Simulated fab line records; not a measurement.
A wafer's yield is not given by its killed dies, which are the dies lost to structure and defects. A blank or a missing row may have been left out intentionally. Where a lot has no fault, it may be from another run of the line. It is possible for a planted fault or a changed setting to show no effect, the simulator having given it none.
fab line records || flow sky130
[record] {"lots": 5, "wafers": 15, "lastDay": 50}
route steps=708 shown PWDE@55 NWELL@56
lots that met no fault: taken from a fault-free run of the same line
startH: start of the lot's first displayed wafer, in hours after the record's first day || waitH: time in hours since the lot's previous step || " as in the row above || L1.1+2: a row that stands for several wafers || - no value present, or no start provided || * or withheld: withheld || < > ~ a bound
route shown NAME@n: a module of which the file shows steps, and the number in the route of the first || usual: mean and standard deviation over wafers with no fault || same: alike in all rows || chamber/n: place in a boat || sites: per-site readings || _std_site: how widely they spread, as a standard deviation || _edge_site: inner sites' mean taken away from outer sites' mean || radiusMm: how far each site lies from the wafer's centre || mask NAME#n: copy n || behind: the most recent tool/chamber to have shaped the wafer || hold: cause of the lot's hold/its duration in hours/its outcome || device: the transistor (n, p or np) that didn't switch || end of line: the same wafers' tests at the end of the route || step lacking rows: just its recipe || killed: count of dies lost to structure and defects at first sort (not the wafer's yield) || map: shows each die of a wafer: x if killed, . if not, _ if none is there
set.NAME: the setting the step ran with; set.NAME@STEP: the setting that earlier step ran with || model.NAME: the simulator's own value behind a step, which no gauge read
a table for each step, a row for each wafer; lots at some steps of the route
services: when a tool's chamber went out of use (startH, in hours from the record's first day, below 0 if earlier), for how many hours, and the reason
[[steps]]
[step SKY_PWDE_TW_MEAS_10]
[usual] {"PWDE_TW": "373/7"}
{"lot.wafer": "L732.1", "tool": "filmMetro-04", "chamber": "-", "startH": 103.87, "waitH": 0.1, "PWDE_TW": 380}
{"lot.wafer": "L732.2", "tool": "filmMetro-04", "chamber": "-", "startH": 103.87, "waitH": 0.1, "PWDE_TW": 378}
{"lot.wafer": "L732.6", "tool": "filmMetro-04", "chamber": "-", "startH": 103.87, "waitH": 0.1, "PWDE_TW": 382}
{"lot.wafer": "L733.1", "tool": "filmMetro-02", "chamber": "-", "startH": 107.27, "waitH": 0.1, "PWDE_TW": 364}
{"lot.wafer": "L733.2", "tool": "filmMetro-02", "chamber": "-", "startH": 107.27, "waitH": 0.1, "PWDE_TW": 366}
{"lot.wafer": "L733.5", "tool": "filmMetro-02", "chamber": "-", "startH": 107.27, "waitH": 0.1, "PWDE_TW": 367}
{"lot.wafer": "L738.2", "tool": "filmMetro-04", "chamber": "-", "startH": 137.28, "waitH": 0.1, "PWDE_TW": 381}
{"lot.wafer": "L738.4", "tool": "filmMetro-04", "chamber": "-", "startH": 137.28, "waitH": 0.1, "PWDE_TW": 381}
{"lot.wafer": "L738.6", "tool": "filmMetro-04", "chamber": "-", "startH": 137.28, "waitH": 0.1, "PWDE_TW": 380}
{"lot.wafer": "L747.2", "tool": "filmMetro-04", "chamber": "-", "startH": 190.88, "waitH": 0.1, "PWDE_TW": 380}
{"lot.wafer": "L747.4", "tool": "filmMetro-04", "chamber": "-", "startH": 190.88, "waitH": 0.1, "PWDE_TW": 379}
{"lot.wafer": "L747.6", "tool": "filmMetro-04", "chamber": "-", "startH": 190.88, "waitH": 0.1, "PWDE_TW": 378}
{"lot.wafer": "L748.2", "tool": "filmMetro-02", "chamber": "-", "startH": 194.13, "waitH": 0.1, "PWDE_TW": 363}
{"lot.wafer": "L748.3", "tool": "filmMetro-02", "chamber": "-", "startH": 194.13, "waitH": 0.1, "PWDE_TW": 365}
{"lot.wafer": "L748.4", "tool": "filmMetro-02", "chamber": "-", "startH": 194.13, "waitH": 0.1, "PWDE_TW": 364}
[step SKY_NWELL_DEHYDRATE_03]
[recipe] {"tempC": 200, "timeS": 60}
[step SKY_NWELL_HMDS_04]
[recipe] {"primeTimeS": 60, "primeTempC": 120}
[step SKY_NWELL_COAT_05]
[recipe] {"spinRpm": 2000, "resistThkNm": 3000}
[step SKY_NWELL_SOFTBAKE_06]
[recipe] {"tempC": 110, "timeS": "withheld"}
[step SKY_NWELL_EXPOSE_07]
[recipe] {"maskId": "NWM", "na": 0.6, "sourceShape": "conventional", "sigmaOuter": 0.6, "polarization": "unpolarized", "targetCdNm": 840, "doseMj": 255}
[step SKY_NWELL_PEB_08]
[recipe] {"tempC": 115, "timeS": "withheld"}
[step SKY_NWELL_DEVELOP_09]
[recipe] {"wallAngleDeg": 90, "developer": "TMAH", "developTimeS": 60, "devTempC": 23}
[step SKY_NWELL_OVL_MEAS_10]
[usual] {"NWELL_00_OVL": "-0.1/1.4"}
{"lot.wafer": "L732.1", "tool": "overlay-01", "chamber": "-", "startH": 121.08, "waitH": "-", "NWELL_00_OVL[nm]": -0.1}
{"lot.wafer": "L732.2", "tool": "overlay-01", "chamber": "-", "startH": 121.08, "waitH": "-", "NWELL_00_OVL[nm]": 0.8}
{"lot.wafer": "L732.6", "tool": "overlay-01", "chamber": "-", "startH": 121.08, "waitH": "-", "NWELL_00_OVL[nm]": -0.2}
{"lot.wafer": "L733.1", "tool": "overlay-01", "chamber": "-", "startH": 125.78, "waitH": "-", "NWELL_00_OVL[nm]": -0.6}
{"lot.wafer": "L733.2", "tool": "overlay-01", "chamber": "-", "startH": 125.78, "waitH": "-", "NWELL_00_OVL[nm]": -0.4}
{"lot.wafer": "L733.5", "tool": "overlay-01", "chamber": "-", "startH": 125.78, "waitH": "-", "NWELL_00_OVL[nm]": -0.4}
{"lot.wafer": "L738.2", "tool": "overlay-02", "chamber": "-", "startH": 157.04, "waitH": "-", "NWELL_00_OVL[nm]": -0.8}
{"lot.wafer": "L738.4", "tool": "overlay-02", "chamber": "-", "startH": 157.04, "waitH": "-", "NWELL_00_OVL[nm]": 0.1}
{"lot.wafer": "L738.6", "tool": "overlay-02", "chamber": "-", "startH": 157.04, "waitH": "-", "NWELL_00_OVL[nm]": 2.1}
{"lot.wafer": "L747.2", "tool": "overlay-01", "chamber": "-", "startH": 210.94, "waitH": "-", "NWELL_00_OVL[nm]": -1.4}
{"lot.wafer": "L747.4", "tool": "overlay-01", "chamber": "-", "startH": 210.94, "waitH": "-", "NWELL_00_OVL[nm]": -0.2}
{"lot.wafer": "L747.6", "tool": "overlay-01", "chamber": "-", "startH": 210.94, "waitH": "-", "NWELL_00_OVL[nm]": -1.1}
{"lot.wafer": "L748.2", "tool": "overlay-02", "chamber": "-", "startH": 214.29, "waitH": "-", "NWELL_00_OVL[nm]": -2.1}
{"lot.wafer": "L748.3", "tool": "overlay-02", "chamber": "-", "startH": 214.29, "waitH": "-", "NWELL_00_OVL[nm]": -3.0}
{"lot.wafer": "L748.4", "tool": "overlay-02", "chamber": "-", "startH": 214.29, "waitH": "-", "NWELL_00_OVL[nm]": -3.0}
[step SKY_NWELL_IMPLANT_11]
[recipe] {"species": "P", "energyKev": 400, "doseCm2": 1.9e+13, "tiltDeg": "withheld"}
[step SKY_NWELL_IMPLANT_12]
[recipe] {"species": "P", "energyKev": 120, "doseCm2": 1.3e+12, "tiltDeg": "withheld"}
[step SKY_NWELL_IMPLANT_13]
[recipe] {"species": "P", "energyKev": 50, "doseCm2": 7e+11, "tiltDeg": "withheld"}
[step SKY_NWELL_STRIP_14]
[recipe] {"chemistry": "O2/N2", "powerW": 1400, "pressureMtorr": 1500, "platenTempC": "withheld", "o2FlowSccm": 3000, "n2FlowSccm": 300, "overashFraction": 0.5}
[usual] {"drypumpMotorCurrentA": "5.7/0.38", "oesProductAu": "0.722/0.0048", "stripTimeToEndpointS": "36.91/0.11"}
{"lot.wafer": "L732.1", "tool": "plasmaAsher-03", "chamber": 0, "startH": 121.57, "waitH": 0.1, "drypumpMotorCurrentA": 5.1, "oesProductAu": 0.714, "rfHoursCounterH": 32, "stripTimeToEndpointS": 36.98, "model.coat_of_NWELL_COAT_05.thkNm": 0}
{"lot.wafer": "L732.2", "tool": "plasmaAsher-03", "chamber": 1, "startH": 121.57, "waitH": 0.1, "drypumpMotorCurrentA": 6.0, "oesProductAu": 0.716, "rfHoursCounterH": 32, "stripTimeToEndpointS": 36.97, "model.coat_of_NWELL_COAT_05.thkNm": 0}
{"lot.wafer": "L732.6", "tool": "plasmaAsher-03", "chamber": 1, "startH": 121.57, "waitH": 0.1, "drypumpMotorCurrentA": 6.0, "oesProductAu": 0.724, "rfHoursCounterH": "-", "stripTimeToEndpointS": 36.99, "model.coat_of_NWELL_COAT_05.thkNm": 0}
{"lot.wafer": "L733.1", "tool": "plasmaAsher-02", "chamber": 1, "startH": 126.27, "waitH": 0.1, "drypumpMotorCurrentA": 5.8, "oesProductAu": 0.719, "rfHoursCounterH": 45, "stripTimeToEndpointS": 36.92, "model.coat_of_NWELL_COAT_05.thkNm": 0}
{"lot.wafer": "L733.2", "tool": "plasmaAsher-02", "chamber": 0, "startH": 126.27, "waitH": 0.1, "drypumpMotorCurrentA": 5.6, "oesProductAu": 0.720, "rfHoursCounterH": 45, "stripTimeToEndpointS": 36.88, "model.coat_of_NWELL_COAT_05.thkNm": 0}
{"lot.wafer": "L733.5", "tool": "plasmaAsher-02", "chamber": 1, "startH": 126.27, "waitH": 0.1, "drypumpMotorCurrentA": 5.8, "oesProductAu": 0.730, "rfHoursCounterH": "-", "stripTimeToEndpointS": 36.93, "model.coat_of_NWELL_COAT_05.thkNm": 0}
{"lot.wafer": "L738.2", "tool": "plasmaAsher-02", "chamber": 1, "startH": 157.52, "waitH": 0.1, "drypumpMotorCurrentA": 5.8, "oesProductAu": 0.896, "rfHoursCounterH": 48, "stripTimeToEndpointS": "-", "model.coat_of_NWELL_COAT_05.thkNm": 2184}
{"lot.wafer": "L738.4", "tool": "plasmaAsher-02", "chamber": 0, "startH": 157.52, "waitH": 0.1, "drypumpMotorCurrentA": 5.6, "oesProductAu": 0.890, "rfHoursCounterH": "-", "stripTimeToEndpointS": "-", "model.coat_of_NWELL_COAT_05.thkNm": 2187}
{"lot.wafer": "L738.6", "tool": "plasmaAsher-02", "chamber": 1, "startH": 157.52, "waitH": 0.1, "drypumpMotorCurrentA": 5.8, "oesProductAu": 0.897, "rfHoursCounterH": "-", "stripTimeToEndpointS": "-", "model.coat_of_NWELL_COAT_05.thkNm": 2187}
{"lot.wafer": "L747.2", "tool": "plasmaAsher-02", "chamber": 0, "startH": 211.42, "waitH": 0.1, "drypumpMotorCurrentA": 5.6, "oesProductAu": 0.720, "rfHoursCounterH": 54, "stripTimeToEndpointS": 36.76, "model.coat_of_NWELL_COAT_05.thkNm": 0}
{"lot.wafer": "L747.4", "tool": "plasmaAsher-02", "chamber": 0, "startH": 211.42, "waitH": 0.1, "drypumpMotorCurrentA": 5.6, "oesProductAu": 0.730, "rfHoursCounterH": "-", "stripTimeToEndpointS": 36.78, "model.coat_of_NWELL_COAT_05.thkNm": 0}
{"lot.wafer": "L747.6", "tool": "plasmaAsher-02", "chamber": 0, "startH": 211.42, "waitH": 0.1, "drypumpMotorCurrentA": 5.6, "oesProductAu": 0.719, "rfHoursCounterH": "-", "stripTimeToEndpointS": 36.77, "model.coat_of_NWELL_COAT_05.thkNm": 0}
{"lot.wafer": "L748.2", "tool": "plasmaAsher-03", "chamber": 1, "startH": 214.77, "waitH": 0.1, "drypumpMotorCurrentA": 6.0, "oesProductAu": 0.724, "rfHoursCounterH": 42, "stripTimeToEndpointS": 36.99, "model.coat_of_NWELL_COAT_05.thkNm": 0}
{"lot.wafer": "L748.3", "tool": "plasmaAsher-03", "chamber": 1, "startH": 214.77, "waitH": 0.1, "drypumpMotorCurrentA": 6.1, "oesProductAu": 0.719, "rfHoursCounterH": "-", "stripTimeToEndpointS": 37.02, "model.coat_of_NWELL_COAT_05.thkNm": 0}
{"lot.wafer": "L748.4", "tool": "plasmaAsher-03", "chamber": 0, "startH": 214.77, "waitH": 0.1, "drypumpMotorCurrentA": 5.1, "oesProductAu": 0.721, "rfHoursCounterH": "-", "stripTimeToEndpointS": 37.08, "model.coat_of_NWELL_COAT_05.thkNm": 0}
[step SKY_NWELL_TW_MEAS_15]
[usual] {"NWELL_TW": "1808/31"}
{"lot.wafer": "L732.1", "tool": "filmMetro-01", "chamber": "-", "startH": 121.67, "waitH": 0.1, "NWELL_TW": 1784}
{"lot.wafer": "L732.2", "tool": "filmMetro-01", "chamber": "-", "startH": 121.67, "waitH": 0.1, "NWELL_TW": 1781}
{"lot.wafer": "L732.6", "tool": "filmMetro-01", "chamber": "-", "startH": 121.67, "waitH": 0.1, "NWELL_TW": 1774}
{"lot.wafer": "L733.1", "tool": "filmMetro-02", "chamber": "-", "startH": 126.37, "waitH": 0.1, "NWELL_TW": 1790}
{"lot.wafer": "L733.2", "tool": "filmMetro-02", "chamber": "-", "startH": 126.37, "waitH": 0.1, "NWELL_TW": 1782}
{"lot.wafer": "L733.5", "tool": "filmMetro-02", "chamber": "-", "startH": 126.37, "waitH": 0.1, "NWELL_TW": 1776}
{"lot.wafer": "L738.2", "tool": "filmMetro-01", "chamber": "-", "startH": 157.63, "waitH": 0.1, "NWELL_TW": 1804}
{"lot.wafer": "L738.4", "tool": "filmMetro-01", "chamber": "-", "startH": 157.63, "waitH": 0.1, "NWELL_TW": 1811}
{"lot.wafer": "L738.6", "tool": "filmMetro-01", "chamber": "-", "startH": 157.63, "waitH": 0.1, "NWELL_TW": 1796}
{"lot.wafer": "L747.2", "tool": "filmMetro-01", "chamber": "-", "startH": 211.53, "waitH": 0.1, "NWELL_TW": 1792}
{"lot.wafer": "L747.4", "tool": "filmMetro-01", "chamber": "-", "startH": 211.53, "waitH": 0.1, "NWELL_TW": 1801}
{"lot.wafer": "L747.6", "tool": "filmMetro-01", "chamber": "-", "startH": 211.53, "waitH": 0.1, "NWELL_TW": 1788}
{"lot.wafer": "L748.2", "tool": "filmMetro-04", "chamber": "-", "startH": 214.88, "waitH": 0.1, "NWELL_TW": 1854}
{"lot.wafer": "L748.3", "tool": "filmMetro-04", "chamber": "-", "startH": 214.88, "waitH": 0.1, "NWELL_TW": 1850}
{"lot.wafer": "L748.4", "tool": "filmMetro-04", "chamber": "-", "startH": 214.88, "waitH": 0.1, "NWELL_TW": 1858}
[step SKY_NWELL_DEHYDRATE_16]
[recipe] {"tempC": 200, "timeS": 60}
[step SKY_NWELL_HMDS_17]
[recipe] {"primeTimeS": 60, "primeTempC": 120}
[step SKY_NWELL_COAT_18]
[recipe] {"spinRpm": 2000, "resistThkNm": 3000}
[step SKY_NWELL_SOFTBAKE_19]
[recipe] {"tempC": 110, "timeS": "withheld"}
[step SKY_NWELL_EXPOSE_20]
[recipe] {"maskId": "NWM_COMPLEMENT", "na": 0.6, "sourceShape": "conventional", "sigmaOuter": 0.6, "polarization": "unpolarized", "targetCdNm": 840, "doseMj": 260}
[step SKY_NWELL_PEB_21]
[recipe] {"tempC": 115, "timeS": "withheld"}
[step SKY_NWELL_DEVELOP_22]
[recipe] {"wallAngleDeg": 90, "developer": "TMAH", "developTimeS": 60, "devTempC": 23}
[step SKY_NWELL_OVL_MEAS_23]
[usual] {"NWELL_01_OVL": "0.2/1.3"}
{"lot.wafer": "L732.1", "tool": "overlay-02", "chamber": "-", "startH": 140.83, "waitH": "-", "NWELL_01_OVL[nm]": -0.9}
{"lot.wafer": "L732.2", "tool": "overlay-02", "chamber": "-", "startH": 140.83, "waitH": "-", "NWELL_01_OVL[nm]": -0.8}
{"lot.wafer": "L732.6", "tool": "overlay-02", "chamber": "-", "startH": 140.83, "waitH": "-", "NWELL_01_OVL[nm]": -1.4}
{"lot.wafer": "L733.1", "tool": "overlay-01", "chamber": "-", "startH": 145.60, "waitH": "-", "NWELL_01_OVL[nm]": 2.5}
{"lot.wafer": "L733.2", "tool": "overlay-01", "chamber": "-", "startH": 145.60, "waitH": "-", "NWELL_01_OVL[nm]": 3.5}
{"lot.wafer": "L733.5", "tool": "overlay-01", "chamber": "-", "startH": 145.60, "waitH": "-", "NWELL_01_OVL[nm]": 1.6}
{"lot.wafer": "L738.2", "tool": "overlay-02", "chamber": "-", "startH": 178.39, "waitH": "-", "NWELL_01_OVL[nm]": 1.3}
{"lot.wafer": "L738.4", "tool": "overlay-02", "chamber": "-", "startH": 178.39, "waitH": "-", "NWELL_01_OVL[nm]": 0.5}
{"lot.wafer": "L738.6", "tool": "overlay-02", "chamber": "-", "startH": 178.39, "waitH": "-", "NWELL_01_OVL[nm]": 2.2}
{"lot.wafer": "L747.2", "tool": "overlay-01", "chamber": "-", "startH": 233.39, "waitH": "-", "NWELL_01_OVL[nm]": 1.7}
{"lot.wafer": "L747.4", "tool": "overlay-01", "chamber": "-", "startH": 233.39, "waitH": "-", "NWELL_01_OVL[nm]": 0.0}
{"lot.wafer": "L747.6", "tool": "overlay-01", "chamber": "-", "startH": 233.39, "waitH": "-", "NWELL_01_OVL[nm]": 0.3}
{"lot.wafer": "L748.2", "tool": "overlay-01", "chamber": "-", "startH": 236.14, "waitH": "-", "NWELL_01_OVL[nm]": 0.9}
{"lot.wafer": "L748.3", "tool": "overlay-01", "chamber": "-", "startH": 236.14, "waitH": "-", "NWELL_01_OVL[nm]": 0.6}
{"lot.wafer": "L748.4", "tool": "overlay-01", "chamber": "-", "startH": 236.14, "waitH": "-", "NWELL_01_OVL[nm]": -0.4}
[step SKY_NWELL_IMPLANT_24]
[recipe] {"species": "B", "energyKev": 137.3, "doseCm2": 9.2e+12, "tiltDeg": "withheld"}
[step SKY_NWELL_STRIP_25]
[recipe] {"chemistry": "O2/N2", "powerW": 1400, "pressureMtorr": 1500, "platenTempC": "withheld", "o2FlowSccm": 3000, "n2FlowSccm": 300, "overashFraction": 0.5}
[usual] {"drypumpMotorCurrentA": "5.7/0.44", "oesProductAu": "0.722/0.0046", "stripTimeToEndpointS": "36.85/0.13"}
{"lot.wafer": "L732.1", "tool": "plasmaAsher-01", "chamber": 0, "startH": 141.02, "waitH": 0.1, "drypumpMotorCurrentA": 6.3, "oesProductAu": 0.717, "rfHoursCounterH": 42, "stripTimeToEndpointS": 37.10}
{"lot.wafer": "L732.2", "tool": "plasmaAsher-01", "chamber": 1, "startH": 141.02, "waitH": 0.1, "drypumpMotorCurrentA": 5.4, "oesProductAu": 0.715, "rfHoursCounterH": 42, "stripTimeToEndpointS": 36.96}
{"lot.wafer": "L732.6", "tool": "plasmaAsher-01", "chamber": 1, "startH": 141.02, "waitH": 0.1, "drypumpMotorCurrentA": 5.4, "oesProductAu": 0.720, "rfHoursCounterH": "-", "stripTimeToEndpointS": 36.99}
{"lot.wafer": "L733.1", "tool": "plasmaAsher-01", "chamber": 1, "startH": 145.79, "waitH": 0.1, "drypumpMotorCurrentA": 5.4, "oesProductAu": 0.723, "rfHoursCounterH": 43, "stripTimeToEndpointS": 36.90}
{"lot.wafer": "L733.2", "tool": "plasmaAsher-01", "chamber": 0, "startH": 145.79, "waitH": 0.1, "drypumpMotorCurrentA": 6.4, "oesProductAu": 0.720, "rfHoursCounterH": 43, "stripTimeToEndpointS": 36.80}
{"lot.wafer": "L733.5", "tool": "plasmaAsher-01", "chamber": 0, "startH": 145.79, "waitH": 0.1, "drypumpMotorCurrentA": 6.3, "oesProductAu": 0.718, "rfHoursCounterH": "-", "stripTimeToEndpointS": 36.83}
{"lot.wafer": "L738.2", "tool": "plasmaAsher-02", "chamber": 1, "startH": 178.57, "waitH": 0.1, "drypumpMotorCurrentA": 5.8, "oesProductAu": 0.744, "rfHoursCounterH": 50, "stripTimeToEndpointS": 69.19}
{"lot.wafer": "L738.4", "tool": "plasmaAsher-02", "chamber": 0, "startH": 178.57, "waitH": 0.1, "drypumpMotorCurrentA": 5.6, "oesProductAu": 0.735, "rfHoursCounterH": "-", "stripTimeToEndpointS": 69.12}
{"lot.wafer": "L738.6", "tool": "plasmaAsher-02", "chamber": 0, "startH": 178.57, "waitH": 0.1, "drypumpMotorCurrentA": 5.6, "oesProductAu": 0.739, "rfHoursCounterH": "-", "stripTimeToEndpointS": 69.07}
{"lot.wafer": "L747.2", "tool": "plasmaAsher-03", "chamber": 0, "startH": 233.57, "waitH": 0.1, "drypumpMotorCurrentA": 5.1, "oesProductAu": 0.728, "rfHoursCounterH": 45, "stripTimeToEndpointS": 36.91}
{"lot.wafer": "L747.4", "tool": "plasmaAsher-03", "chamber": 0, "startH": 233.57, "waitH": 0.1, "drypumpMotorCurrentA": 5.1, "oesProductAu": 0.722, "rfHoursCounterH": "-", "stripTimeToEndpointS": 36.99}
{"lot.wafer": "L747.6", "tool": "plasmaAsher-03", "chamber": 1, "startH": 233.57, "waitH": 0.1, "drypumpMotorCurrentA": 6.0, "oesProductAu": 0.724, "rfHoursCounterH": "-", "stripTimeToEndpointS": 36.97}
{"lot.wafer": "L748.2", "tool": "plasmaAsher-01", "chamber": 1, "startH": 236.32, "waitH": 0.1, "drypumpMotorCurrentA": 5.4, "oesProductAu": 0.725, "rfHoursCounterH": 52, "stripTimeToEndpointS": 36.86}
{"lot.wafer": "L748.3", "tool": "plasmaAsher-01", "chamber": 0, "startH": 236.32, "waitH": 0.1, "drypumpMotorCurrentA": 6.3, "oesProductAu": 0.723, "rfHoursCounterH": "-", "stripTimeToEndpointS": 36.99}
{"lot.wafer": "L748.4", "tool": "plasmaAsher-01", "chamber": 1, "startH": 236.32, "waitH": 0.1, "drypumpMotorCurrentA": 5.4, "oesProductAu": 0.719, "rfHoursCounterH": "-", "stripTimeToEndpointS": 36.86}
[step SKY_NWELL_TW_MEAS_26]
[usual] {"NWELL_2_TW": "494/9.5"}
{"lot.wafer": "L732.1", "tool": "filmMetro-01", "chamber": "-", "startH": 141.12, "waitH": 0.1, "NWELL_2_TW": 485}
{"lot.wafer": "L732.2", "tool": "filmMetro-01", "chamber": "-", "startH": 141.12, "waitH": 0.1, "NWELL_2_TW": 488}
{"lot.wafer": "L732.6", "tool": "filmMetro-01", "chamber": "-", "startH": 141.12, "waitH": 0.1, "NWELL_2_TW": 488}
{"lot.wafer": "L733.1", "tool": "filmMetro-01", "chamber": "-", "startH": 145.89, "waitH": 0.1, "NWELL_2_TW": 490}
{"lot.wafer": "L733.2", "tool": "filmMetro-01", "chamber": "-", "startH": 145.89, "waitH": 0.1, "NWELL_2_TW": 491}
{"lot.wafer": "L733.5", "tool": "filmMetro-01", "chamber": "-", "startH": 145.89, "waitH": 0.1, "NWELL_2_TW": 494}
{"lot.wafer": "L738.2", "tool": "filmMetro-04", "chamber": "-", "startH": 178.68, "waitH": 0.1, "NWELL_2_TW": 30}
{"lot.wafer": "L738.4", "tool": "filmMetro-04", "chamber": "-", "startH": 178.68, "waitH": 0.1, "NWELL_2_TW": 30}
{"lot.wafer": "L738.6", "tool": "filmMetro-04", "chamber": "-", "startH": 178.68, "waitH": 0.1, "NWELL_2_TW": 30}
{"lot.wafer": "L747.2", "tool": "filmMetro-01", "chamber": "-", "startH": 233.68, "waitH": 0.1, "NWELL_2_TW": 490}
{"lot.wafer": "L747.4", "tool": "filmMetro-01", "chamber": "-", "startH": 233.68, "waitH": 0.1, "NWELL_2_TW": 488}
{"lot.wafer": "L747.6", "tool": "filmMetro-01", "chamber": "-", "startH": 233.68, "waitH": 0.1, "NWELL_2_TW": 491}
{"lot.wafer": "L748.2", "tool": "filmMetro-01", "chamber": "-", "startH": 236.43, "waitH": 0.1, "NWELL_2_TW": 488}
{"lot.wafer": "L748.3", "tool": "filmMetro-01", "chamber": "-", "startH": 236.43, "waitH": 0.1, "NWELL_2_TW": 489}
{"lot.wafer": "L748.4", "tool": "filmMetro-01", "chamber": "-", "startH": 236.43, "waitH": 0.1, "NWELL_2_TW": 489}
[step SKY_NWELL_CLEAN_27]
[recipe] {"chemistry": "SC1/SC2", "mix": "1:4:20", "tempC": 70, "timeS": 150, "dry": "n2Spin"}
[[services]]
{"tool": "plasmaAsher-03", "chamber": "-", "startH": 115.91, "hours": 0.9, "kind": "repair"}
{"tool": "plasmaAsher-01", "chamber": "-", "startH": 206.61, "hours": 5.0, "kind": "repair"}
[[key]]
[firstSign] {"step": "SKY_NWELL_STRIP_14", "reading": "oesProductAu", "direction": "up", "sigmas": 36, "usual": 0.722, "struck": 0.894}
[effect] {"step": "SKY_NWELL_STRIP_25", "reading": "stripTimeToEndpointS", "direction": "up", "sigmas": "99+", "usual": "*", "struck": "*"}
[effect] {"step": "SKY_NWELL_TW_MEAS_26", "reading": "NWELL_2_TW", "direction": "down", "sigmas": 49, "usual": 494, "struck": 30}
[modelEffect] {"step": "SKY_NWELL_STRIP_14", "value": "coat_of_NWELL_COAT_05.thkNm", "without": 0, "struck": 2186}
metAt SKY_NWELL_STRIP_14
struckWafers L738.2,L738.4,L738.6
sortLeftOut L738.2,L738.4,L738.6
testerLeftOut L738
onsetBetween 126.27 157.52
[fault] {"kind": "stripAborted", "tool": "plasmaAsher-02", "chamber": "-", "onsetH": 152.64, "steps": "SKY_NWELL_STRIP_14", "offset": 0.92579, "endH": 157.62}
// testerLeftOut: of these lots the tester's yield and bins aren't shown, on N5 and GAA mostly nor the transistor test; their killed dies are dies lost to structure and defects alone, not to doping, threshold or leakage, so they don't give the yield
// sortLeftOut: the simulated sort isn't trusted on such a fault, so these wafers' sort isn't shown, and their yield isn't known
